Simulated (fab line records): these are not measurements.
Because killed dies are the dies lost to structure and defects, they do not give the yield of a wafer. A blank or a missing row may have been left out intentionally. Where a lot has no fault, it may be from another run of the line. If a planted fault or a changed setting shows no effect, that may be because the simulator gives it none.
Chamber matching :: flow sky130 :: SKY_VIA2_CMP_02 on cmp-02: 4 sister chambers
The step polishes SiO2. 8 wafers are shown with their chamber, then 12 later ones without.

WAFERS WITH THEIR CHAMBER
wafer: L083.6
chamber: 0
motor_current_A (A): 12.9
slurry_flow_ml_min: 149.5

wafer: L084.1
chamber: 0
motor_current_A (A): 12.5
slurry_flow_ml_min: 149.8

wafer: L086.1
chamber: 2
motor_current_A (A): 11.2
slurry_flow_ml_min: 150.7

wafer: L086.3
chamber: 3
motor_current_A (A): 13.7
slurry_flow_ml_min: 150.5

wafer: L086.5
chamber: 1
motor_current_A (A): 11.2
slurry_flow_ml_min: 150.9

wafer: L085.2
chamber: 1
motor_current_A (A): 10.6
slurry_flow_ml_min: 150.3

wafer: L085.5
chamber: 2
motor_current_A (A): 12.0
slurry_flow_ml_min: 150.1

wafer: L085.6
chamber: 3
motor_current_A (A): 13.1
slurry_flow_ml_min: 149.1

WAFERS WITH NO CHAMBER GIVEN
wafer: L091.3
motor_current_A (A): 10.8
slurry_flow_ml_min: 150.5

wafer: L091.4
motor_current_A (A): 10.4
slurry_flow_ml_min: 150.0

wafer: L091.6
motor_current_A (A): 13.6
slurry_flow_ml_min: 150.3

wafer: L093.4
motor_current_A (A): 10.8
slurry_flow_ml_min: 150.0

wafer: L093.5
motor_current_A (A): 10.9
slurry_flow_ml_min: 149.8

wafer: L093.6
motor_current_A (A): 13.9
slurry_flow_ml_min: 150.5

wafer: L094.1
motor_current_A (A): 13.2
slurry_flow_ml_min: 150.0

wafer: L094.3
motor_current_A (A): 11.8
slurry_flow_ml_min: 150.6

wafer: L094.4
motor_current_A (A): 11.4
slurry_flow_ml_min: 150.6

wafer: L096.2
motor_current_A (A): 11.1
slurry_flow_ml_min: 150.2

wafer: L096.3
motor_current_A (A): 12.3
slurry_flow_ml_min: 149.8

wafer: L096.6
motor_current_A (A): 14.3
slurry_flow_ml_min: 150.0

CHAMBER TAKEN BY EACH
wafer: L091.3
from the rows above: can't be placed: 1 or 2
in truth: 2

wafer: L091.4
from the rows above: can't be placed: 1 or 2
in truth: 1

wafer: L091.6
from the rows above: can't be placed: 3 or 0
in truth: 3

wafer: L093.4
from the rows above: can't be placed: 1 or 2
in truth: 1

wafer: L093.5
from the rows above: can't be placed: 1 or 2
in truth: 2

wafer: L093.6
from the rows above: can't be placed: 3 or 0
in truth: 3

wafer: L094.1
from the rows above: can't be placed: 3 or 0
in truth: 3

wafer: L094.3
from the rows above: can't be placed: 2 or 1
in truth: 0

wafer: L094.4
from the rows above: can't be placed: 2 or 1
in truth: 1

wafer: L096.2
from the rows above: can't be placed: 1 or 2
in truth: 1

wafer: L096.3
from the rows above: can't be placed: 0 or 2 or 3
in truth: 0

wafer: L096.6
from the rows above: can't be placed: 3 or 0
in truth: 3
Correct placement for 0 of the 12. Not placeable from these rows: 12 (in 11, the candidates include the true chamber). Placed wrongly: 0.
How it was worked out, from the rows above alone: a wafer's distance from a chamber is the root of the sum, over the readings, of the square of ((its reading less the chamber's mean) divided by the reading's scatter). The wafer belongs to the nearest chamber; if the next one is less than 2 further off, it can't be placed. Each chamber's mean is taken over the wafers shown for it. How the scatter is found: for the shown wafers, subtract from each reading the mean of its chamber, square and add these, divide the total by (wafers less chambers), then take the root.
